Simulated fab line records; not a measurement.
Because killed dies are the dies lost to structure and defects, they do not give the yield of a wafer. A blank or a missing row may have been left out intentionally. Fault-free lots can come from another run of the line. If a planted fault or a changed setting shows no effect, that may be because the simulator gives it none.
Which tool was responsible? -- flow gf180mcu -- 6 lots with 18 wafers sampled at 2 steps, on a route of 602 steps

## WHAT THE GAUGES READ, wafer by wafer
GF_NSD_TW_MEAS_12.
lot,measured,on,NSD_TW
L271,day 14 11:38,film-metro-01,4247 4274 4277
L274,day 15 07:20,film-metro-01,4290 4244 4263
L276,day 16 02:16,film-metro-03,4284 4264 4250
L278,day 16 17:42,film-metro-04,4250 4260 4217
L284,day 18 18:27,film-metro-03,4282 4273 4276
L290,day 20 17:34,film-metro-04,4257 4264 4253

## EACH LOT AND THE TOOL THAT RAN IT (in order: tool; ch and the chambers of the sampled wafers; start)
lot,GF_NSD_STRIP_11
L271,"plasma-asher-04 ch 0, day 14 11:31"
L274,"plasma-asher-04 ch 0,1, day 15 07:13"
L276,"plasma-asher-04 ch 0,1, day 16 02:10"
L278,"plasma-asher-04 ch 0,1, day 16 17:36"
L284,"plasma-asher-04 ch 0,1, day 18 18:21"
L290,"plasma-asher-01 ch 0,1, day 20 17:28"
- GF_NSD_STRIP_11: strips in O2/N2.

## THE ANSWER, worked out from the rows above alone
Rule: the usual values come from the lots themselves. Put in order of their means at a reading, lots are off if they are a third of the lots or fewer, leave a main group of 4 or more, and stand apart from it by a gap of 3 or more times the standard deviation of the main group's means; of several such gaps the widest counts. The tables above print the reading to a certain number of digits; a main group whose means all agree to those digits is not used. Also off: a lot with no number at a reading for which 4 or more lots have one. All remaining lots with rows at the step are treated as sound.
No lot is off at any reading shown: from this, nothing can be told.

## WHAT THE SIMULATOR HAD INSERTED
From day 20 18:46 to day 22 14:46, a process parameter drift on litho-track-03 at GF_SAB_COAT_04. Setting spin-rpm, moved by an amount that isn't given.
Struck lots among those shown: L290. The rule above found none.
